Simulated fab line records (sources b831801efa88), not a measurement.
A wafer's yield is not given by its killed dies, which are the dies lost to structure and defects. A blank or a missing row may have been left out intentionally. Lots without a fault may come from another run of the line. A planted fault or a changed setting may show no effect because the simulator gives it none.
Which tool was responsible? / flow gf180mcu / 13 lots, 36 wafers sampled, at 6 steps of a route of 602

== WHAT THE GAUGES SHOWED, per wafer ==
GF_VT_IMPLANT_OVL_MEAS_29. Usual: VT_IMPLANT_02_OVL typically reads -0.7 nm, with standard deviation 1.3.
lot=L325; measured=day 6 21:01; on=overlay-02; VT_IMPLANT_02_OVL (nm)=-0.9 -0.8 -0.5; flag=
lot=L326; measured=day 7 02:34; on=overlay-01; VT_IMPLANT_02_OVL (nm)=-1.1 -2.2 -1.0; flag=
lot=L327; measured=day 7 11:13; on=overlay-01; VT_IMPLANT_02_OVL (nm)=-1.4 -1.7 -2.8; flag=
lot=L329; measured=day 7 21:55; on=overlay-01; VT_IMPLANT_02_OVL (nm)=-0.1 -0.6 -0.5; flag=
lot=L330; measured=day 8 04:52; on=overlay-01; VT_IMPLANT_02_OVL (nm)=1.2 1.1 0.4; flag=
lot=L331; measured=day 8 12:07; on=overlay-02; VT_IMPLANT_02_OVL (nm)=-1.2 -2.3 -1.1; flag=
lot=L332; measured=day 8 16:26; on=overlay-01; VT_IMPLANT_02_OVL (nm)=-1.1 2.0 0.1; flag=
lot=L335; measured=day 9 21:50; on=overlay-02; VT_IMPLANT_02_OVL (nm)=-2.9 -2.0 -0.8; flag=
lot=L337; measured=day 10 04:50; on=overlay-02; VT_IMPLANT_02_OVL (nm)=-0.5; flag=
lot=L338; measured=day 10 11:17; on=overlay-01; VT_IMPLANT_02_OVL (nm)=-2.6 -2.3; flag=
lot=L343; measured=day 11 20:22; on=overlay-01; VT_IMPLANT_02_OVL (nm)=-2.5 0.0 -0.9; flag=
lot=L344; measured=day 12 02:35; on=overlay-01; VT_IMPLANT_02_OVL (nm)=-1.3 0.7 -1.7; flag=
lot=L346; measured=day 12 12:40; on=overlay-02; VT_IMPLANT_02_OVL (nm)=-0.7 -0.8 -1.4; flag=

GF_VT_IMPLANT_RS_MEAS_48: uses a four-point probe to measure. Usual: LVPWELL_RS typically reads 1196.9 ohm/sq, with standard deviation 2.6.
lot=L325; measured=day 7 13:50; on=film metro-03; LVPWELL_RS (ohm/sq)=1195.5 1198.6 1196.0; flag=
lot=L326; measured=day 7 19:52; on=film metro-01; LVPWELL_RS (ohm/sq)=1197.8 1196.4 1193.9; flag=
lot=L327; measured=day 8 04:34; on=film metro-04; LVPWELL_RS (ohm/sq)=1199.8 1196.4 1198.1; flag=
lot=L329; measured=day 8 15:32; on=film metro-01; LVPWELL_RS (ohm/sq)=1197.1 1195.2 1193.5; flag=
lot=L330; measured=day 8 22:40; on=film metro-04; LVPWELL_RS (ohm/sq)=1195.4 1199.7 1198.7; flag=
lot=L331; measured=day 9 05:54; on=film metro-01; LVPWELL_RS (ohm/sq)=1197.7 1199.6 1197.8; flag=
lot=L332; measured=day 9 10:22; on=film metro-04; LVPWELL_RS (ohm/sq)=1194.6 1192.4 1192.2; flag=
lot=L335; measured=day 10 16:11; on=film metro-03; LVPWELL_RS (ohm/sq)=1193.7 1197.3 1195.1; flag=
lot=L337; measured=day 11 00:10; on=film metro-04; LVPWELL_RS (ohm/sq)=1247.2 1246.0; flag=OFF
lot=L338; measured=day 11 06:13; on=film metro-03; LVPWELL_RS (ohm/sq)=1196.1 1248.2 1200.8 1246.8; flag=OFF
lot=L343; measured=day 12 17:09; on=film metro-04; LVPWELL_RS (ohm/sq)=1193.5 1194.9 1193.6; flag=
lot=L344; measured=day 12 22:51; on=film metro-01; LVPWELL_RS (ohm/sq)=1192.7 1194.2 1196.2; flag=
lot=L346; measured=day 13 08:57; on=film metro-03; LVPWELL_RS (ohm/sq)=1197.9 1200.3 1199.8; flag=

GF_VT_IMPLANT_RS_MEAS_49: uses a four-point probe to measure. Usual: MVPSD_RS typically reads 1169.3 ohm/sq, with standard deviation 2.8.
lot=L325; measured=day 7 13:58; on=film metro-03; MVPSD_RS (ohm/sq)=1167.1 1167.5 1166.5; flag=
lot=L326; measured=day 7 19:59; on=film metro-01; MVPSD_RS (ohm/sq)=1176.5 1172.3 1173.4; flag=
lot=L327; measured=day 8 04:41; on=film metro-04; MVPSD_RS (ohm/sq)=1173.8 1169.9 1165.3; flag=
lot=L329; measured=day 8 15:39; on=film metro-01; MVPSD_RS (ohm/sq)=1173.8 1169.6 1173.0; flag=
lot=L330; measured=day 8 22:47; on=film metro-04; MVPSD_RS (ohm/sq)=1168.3 1166.0 1167.0; flag=
lot=L331; measured=day 9 06:01; on=film metro-01; MVPSD_RS (ohm/sq)=1165.4 1166.7 1163.8; flag=
lot=L332; measured=day 9 10:29; on=film metro-04; MVPSD_RS (ohm/sq)=1170.9 1165.1 1165.6; flag=
lot=L335; measured=day 10 16:19; on=film metro-03; MVPSD_RS (ohm/sq)=1166.2 1165.7 1168.3; flag=
lot=L337; measured=day 11 03:56; on=film metro-04; MVPSD_RS (ohm/sq)=1166.6; flag=
lot=L338; measured=day 11 08:55; on=film metro-03; MVPSD_RS (ohm/sq)=1164.8 1167.8; flag=
lot=L343; measured=day 12 17:16; on=film metro-04; MVPSD_RS (ohm/sq)=1171.4 1172.7 1172.4; flag=
lot=L344; measured=day 12 22:58; on=film metro-01; MVPSD_RS (ohm/sq)=1172.4 1170.7 1168.5; flag=
lot=L346; measured=day 13 09:04; on=film metro-03; MVPSD_RS (ohm/sq)=1170.9 1168.0 1173.8; flag=

GF_POLY_GATE_CD_MEAS_10: target cd 280 nm. Usual: cd nm reads 280.2 nm (standard deviation 1.1).
lot=L325; measured=day 9 04:50; on=cd sem-01; cd nm (nm)=279.3 280.1 279.1; flag=
lot=L326; measured=day 9 11:10; on=cd sem-02; cd nm (nm)=279.7 280.4 279.8; flag=
lot=L327; measured=day 9 19:14; on=cd sem-02; cd nm (nm)=280.7 281.2 280.9; flag=
lot=L329; measured=day 10 07:26; on=cd sem-02; cd nm (nm)=280.8 280.3 281.3; flag=
lot=L330; measured=day 10 16:28; on=cd sem-02; cd nm (nm)=281.8 280.6 281.9; flag=
lot=L331; measured=day 10 22:46; on=cd sem-02; cd nm (nm)=282.1 281.9 280.8; flag=
lot=L332; measured=day 11 04:55; on=cd sem-01; cd nm (nm)=280.3 280.2 280.0; flag=
lot=L335; measured=day 12 10:41; on=cd sem-01; cd nm (nm)=279.9 280.3 280.1; flag=
lot=L337; measured=day 12 21:34; on=cd sem-01; cd nm (nm)=281.0; flag=
lot=L338; measured=day 13 03:02; on=cd sem-01; cd nm (nm)=280.7 281.1; flag=
lot=L343; measured=day 14 14:16; on=cd sem-01; cd nm (nm)=280.1 281.0 280.5; flag=
lot=L344; measured=day 14 20:28; on=cd sem-01; cd nm (nm)=280.1 280.1 280.1; flag=
lot=L346; measured=day 15 07:34; on=cd sem-02; cd nm (nm)=280.8 280.8 281.3; flag=

== WHAT TOOL EACH LOT RAN ON (gives the tool, then ch and the chambers of the sampled wafers, and finally the start) ==
lot=L325; GF_LVPWELL_IMPLANT_09=implanter-02 ch 0, day 3 21:20; GF_VT_IMPLANT_STRIP_20=plasma asher-04 ch 0,1, day 6 06:21
lot=L326; GF_LVPWELL_IMPLANT_09=implanter-04 ch 0, day 4 01:30; GF_VT_IMPLANT_STRIP_20=plasma asher-01 ch 0,1, day 6 10:48
lot=L327; GF_LVPWELL_IMPLANT_09=implanter-02 ch 0, day 4 09:52; GF_VT_IMPLANT_STRIP_20=plasma asher-02 ch 0, day 6 19:42
lot=L329; GF_LVPWELL_IMPLANT_09=implanter-04 ch 0, day 4 18:49; GF_VT_IMPLANT_STRIP_20=plasma asher-02 ch 0,1, day 7 06:33
lot=L330; GF_LVPWELL_IMPLANT_09=implanter-01 ch 0, day 5 00:12; GF_VT_IMPLANT_STRIP_20=plasma asher-04 ch 0,1, day 7 12:18
lot=L331; GF_LVPWELL_IMPLANT_09=implanter-04 ch 0, day 5 05:42; GF_VT_IMPLANT_STRIP_20=plasma asher-04 ch 0,1, day 7 19:36
lot=L332; GF_LVPWELL_IMPLANT_09=implanter-01 ch 0, day 5 10:29; GF_VT_IMPLANT_STRIP_20=plasma asher-02 ch 0,1, day 8 00:11
lot=L335; GF_LVPWELL_IMPLANT_09=implanter-04 ch 0, day 6 10:26; GF_VT_IMPLANT_STRIP_20=plasma asher-01 ch 0,1, day 9 04:43
lot=L337; GF_LVPWELL_IMPLANT_09=implanter-04 ch 0, day 6 17:41; GF_VT_IMPLANT_STRIP_20=plasma asher-02 ch 1, day 9 11:43
lot=L338; GF_LVPWELL_IMPLANT_09=implanter-04 ch 0, day 6 22:44; GF_VT_IMPLANT_STRIP_20=plasma asher-01 ch 0,1, day 9 17:35
lot=L343; GF_LVPWELL_IMPLANT_09=implanter-02 ch 0, day 8 02:55; GF_VT_IMPLANT_STRIP_20=plasma asher-02 ch 0, day 11 01:51
lot=L344; GF_LVPWELL_IMPLANT_09=implanter-01 ch 0, day 8 08:19; GF_VT_IMPLANT_STRIP_20=plasma asher-01 ch 0,1, day 11 07:36
lot=L346; GF_LVPWELL_IMPLANT_09=implanter-02 ch 0, day 8 17:25; GF_VT_IMPLANT_STRIP_20=plasma asher-01 ch 0,1, day 11 17:30
- GF_LVPWELL_IMPLANT_09
- GF_VT_IMPLANT_STRIP_20: strips in O2/N2.

== WHAT THE TOOLS THEMSELVES READ (means of the sampled wafers that have a number; where no wafer has one, the mark that the record gives instead) ==
GF_LVPWELL_IMPLANT_09. Usual: faraday current uA reads 28.2 (standard deviation 0.51).
lot=L325; tool=implanter-02; faraday current uA=28.3; flag=
lot=L326; tool=implanter-04; faraday current uA=28.2; flag=
lot=L327; tool=implanter-02; faraday current uA=28.7; flag=
lot=L329; tool=implanter-04; faraday current uA=28.4; flag=
lot=L330; tool=implanter-01; faraday current uA=28.6; flag=
lot=L331; tool=implanter-04; faraday current uA=28.5; flag=
lot=L332; tool=implanter-01; faraday current uA=27.7; flag=
lot=L335; tool=implanter-04; faraday current uA=28.4; flag=
lot=L337; tool=implanter-04; faraday current uA=28.4; flag=
lot=L338; tool=implanter-04; faraday current uA=29.1; flag=
lot=L343; tool=implanter-02; faraday current uA=27.7; flag=
lot=L344; tool=implanter-01; faraday current uA=28.0; flag=
lot=L346; tool=implanter-02; faraday current uA=28.5; flag=

GF_VT_IMPLANT_STRIP_20. Usual: drypump motor current A 5.9 A, standard deviation 0.65; heater power w 368 W, standard deviation 53; oes product au 0.716 a.u., standard deviation 0.0044; strip time to endpoint s 12.64 s, standard deviation 0.031.
lot=L325; tool=plasma asher-04; drypump motor current A (A)=5.7; heater power w (W)=299; oes product au (a.u.)=0.712; strip time to endpoint s (s)=12.61; flag=
lot=L326; tool=plasma asher-01; drypump motor current A (A)=6.4; heater power w (W)=385; oes product au (a.u.)=0.719; strip time to endpoint s (s)=12.68; flag=
lot=L327; tool=plasma asher-02; drypump motor current A (A)=4.8; heater power w (W)=447; oes product au (a.u.)=0.716; strip time to endpoint s (s)=12.66; flag=
lot=L329; tool=plasma asher-02; drypump motor current A (A)=5.2; heater power w (W)=412; oes product au (a.u.)=0.718; strip time to endpoint s (s)=12.64; flag=
lot=L330; tool=plasma asher-04; drypump motor current A (A)=5.5; heater power w (W)=321; oes product au (a.u.)=0.716; strip time to endpoint s (s)=12.61; flag=
lot=L331; tool=plasma asher-04; drypump motor current A (A)=5.7; heater power w (W)=299; oes product au (a.u.)=0.718; strip time to endpoint s (s)=12.61; flag=
lot=L332; tool=plasma asher-02; drypump motor current A (A)=5.2; heater power w (W)=416; oes product au (a.u.)=0.720; strip time to endpoint s (s)=12.63; flag=
lot=L335; tool=plasma asher-01; drypump motor current A (A)=6.6; heater power w (W)=355; oes product au (a.u.)=0.717; strip time to endpoint s (s)=12.67; flag=
lot=L337; tool=plasma asher-02; drypump motor current A (A)=6.1; heater power w (W)=337; oes product au (a.u.)=0.710; strip time to endpoint s (s)=12.62; flag=
lot=L338; tool=plasma asher-01; drypump motor current A (A)=6.5; heater power w (W)=370; oes product au (a.u.)=0.720; strip time to endpoint s (s)=12.66; flag=
lot=L343; tool=plasma asher-02; drypump motor current A (A)=4.8; heater power w (W)=450; oes product au (a.u.)=0.717; strip time to endpoint s (s)=12.65; flag=
lot=L344; tool=plasma asher-01; drypump motor current A (A)=6.6; heater power w (W)=353; oes product au (a.u.)=0.718; strip time to endpoint s (s)=12.63; flag=
lot=L346; tool=plasma asher-01; drypump motor current A (A)=6.4; heater power w (W)=380; oes product au (a.u.)=0.716; strip time to endpoint s (s)=12.71; flag=

== THE ANSWER, worked out from the rows above alone ==
Rule: lot off if the mean of its wafers having a number is beyond 3 standard deviations from the usual mean. Also off: a lot with no number at a reading for which 4 or more lots have one. Where the step has rows for the other lots, those lots are counted as sound. First the gauges in route order, then the tools' own readings, where a lot's mean is used as printed above. At the first step where some lot is off, the reading lying furthest off is the one used; lots without a number count as furthest.
Off: at GF_VT_IMPLANT_RS_MEAS_48 (LVPWELL_RS), L337, L338.
If a tool, at a process step before that reading, ran all the lots that are off and no sound lot after the first of them, it fits. Gauges at GF_VT_IMPLANT_RS_MEAS_48: tried the same way as those tools. One fits: GF_LVPWELL_IMPLANT_09 on implanter-04. Its last sound lot is L335 (day 6 10:26), its first lot that is off L337 (day 6 17:41): a fault that began between those two fits.

== WHAT WAS PUT IN BY THE SIMULATOR ==
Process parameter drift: implanter-04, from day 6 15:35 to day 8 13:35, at GF_LVPWELL_IMPLANT_09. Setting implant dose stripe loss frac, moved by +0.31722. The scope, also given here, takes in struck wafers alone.
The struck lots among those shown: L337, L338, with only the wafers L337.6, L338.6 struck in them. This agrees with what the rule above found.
